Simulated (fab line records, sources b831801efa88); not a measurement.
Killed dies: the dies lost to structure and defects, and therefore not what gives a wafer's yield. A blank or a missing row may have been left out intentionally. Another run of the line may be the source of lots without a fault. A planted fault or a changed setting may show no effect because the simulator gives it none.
2 desks, one fault / flow sky130 / every desk sees just its own numbers, and what lay behind them comes last

## METROLOGY DESK
Means of the sampled wafers that have a number, per lot and without regard to the tool the lot ran on: this is what the gauges read. Any lot whose mean is over 4 standard deviations away from the usual mean is out of limits and marked OUT; that distance is given in the brackets.
Columns: A = cd-nm at SKY_VT_ADJUST_HVTR_CD_MEAS_07, usual 379.5 nm; B = VT_ADJUST_HVTR_OVL at SKY_VT_ADJUST_HVTR_OVL_MEAS_08, usual 0.0 nm; C = VT_ADJUST_HVTR_TW at SKY_VT_ADJUST_HVTR_TW_MEAS_11, usual 211.7
lot=L846; first seen here=day 12 01:07; A=380.9; B=0.7; C=212.6
lot=L847; first seen here=day 12 04:38; A=378.7; B=-2.6; C=212.0
lot=L849; first seen here=day 12 23:57; A=380.0; B=-0.2; C=211.4
lot=L854; first seen here=day 14 11:49; A=379.2; B=-0.9; C=210.1
lot=L856; first seen here=day 15 04:01; A=375.3; B=0.5; C=214.0
lot=L857; first seen here=day 15 08:10; A=383.8; B=-0.8; C=214.2
lot=L858; first seen here=day 15 18:15; A=381.2; B=1.5; C=210.1
This desk's finding: nothing out of limits on any of the 7 lots.

## FOR THE TOOL OWNER'S DESK: iline-stepper-02
The tool's own readings at SKY_VT_ADJUST_PCH_EXPOSE_04 (exposes mask NWM, target cd 840 nm): means of the sampled wafers that have a number, for each lot that ran on this tool. Any lot whose mean is over 4 standard deviations away from the usual mean is out of limits and marked OUT; that distance is given in the brackets.
Columns: A = exposure-dose-mJ-cm2 at SKY_VT_ADJUST_PCH_EXPOSE_04, usual 254.99; B = focus-offset-nm at SKY_VT_ADJUST_PCH_EXPOSE_04, usual -0.1 nm; C = stage-vel-mm-s at SKY_VT_ADJUST_PCH_EXPOSE_04, usual 500.03 mm/s
lot=L846; first seen here=day 12 13:33; A=255.03; B=0.4; C=500.01
lot=L847; first seen here=day 12 17:08; A=255.05; B=0.1; C=499.80
lot=L854; first seen here=day 15 01:49; A=255.10; B=0.3; C=499.93
This desk's finding: nothing out of limits on any of the 3 lots.

## TAKEN TOGETHER
Nothing out of limits was seen by the metrology desk.
Nothing out of limits was seen by the tool owner's desk.

## WHAT WAS PUT IN BY THE SIMULATOR
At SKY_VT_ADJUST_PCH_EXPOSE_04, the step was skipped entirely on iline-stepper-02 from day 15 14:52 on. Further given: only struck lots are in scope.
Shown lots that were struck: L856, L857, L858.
